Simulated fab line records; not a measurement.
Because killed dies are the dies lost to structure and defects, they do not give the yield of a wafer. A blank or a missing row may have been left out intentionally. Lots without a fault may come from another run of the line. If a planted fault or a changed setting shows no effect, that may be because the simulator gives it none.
The tool behind it: which one? || flow gf180mcu || route of 602 steps, sampled at 1 step: 6 lots, 18 wafers

== WHAT EACH GAUGE READ, for each wafer ==
GF_PSD_OVL_MEAS_08.
{"lot": "L696", "measured": "day 15 13:16", "on": "overlay-02", "PSD_OVL (nm)": "-0.3 0.5 -1.2"}
{"lot": "L698", "measured": "day 16 09:49", "on": "overlay-01", "PSD_OVL (nm)": "0.4 1.5 1.5"}
{"lot": "L703", "measured": "day 17 21:23", "on": "overlay-02", "PSD_OVL (nm)": "-2.4 -3.1 -4.2"}
{"lot": "L709", "measured": "day 20 00:25", "on": "overlay-01", "PSD_OVL (nm)": "1.1 0.9 1.0"}
{"lot": "L713", "measured": "day 21 10:10", "on": "overlay-02", "PSD_OVL (nm)": "0.9 -1.6 -2.4"}
{"lot": "L715", "measured": "day 22 02:43", "on": "overlay-01", "PSD_OVL (nm)": "-0.1 -1.7 -1.8"}

== TOOL THAT RAN EACH LOT (tool first, then ch and the chambers of the sampled wafers, then the start) ==
Before these readings, the record contains no process step.

== THE ANSWER, worked out from the rows above alone ==
Rule: what is usual is taken from the lots themselves. The widest of any qualifying gaps counts: lots, ordered by their means at a reading, are off when they make up no more than a third of the lots, leave a main group of 4 or more, and stand apart from it by 3 or more times the standard deviation of that group's means. Not used: any main group whose means are identical at the precision the tables above print for the reading. Also off: a lot with no number at a reading for which 4 or more lots have one. All remaining lots with rows at the step are treated as sound.
None of the lots is off at any reading shown; this tells nothing.

== WHAT THE SIMULATOR PUT IN ==
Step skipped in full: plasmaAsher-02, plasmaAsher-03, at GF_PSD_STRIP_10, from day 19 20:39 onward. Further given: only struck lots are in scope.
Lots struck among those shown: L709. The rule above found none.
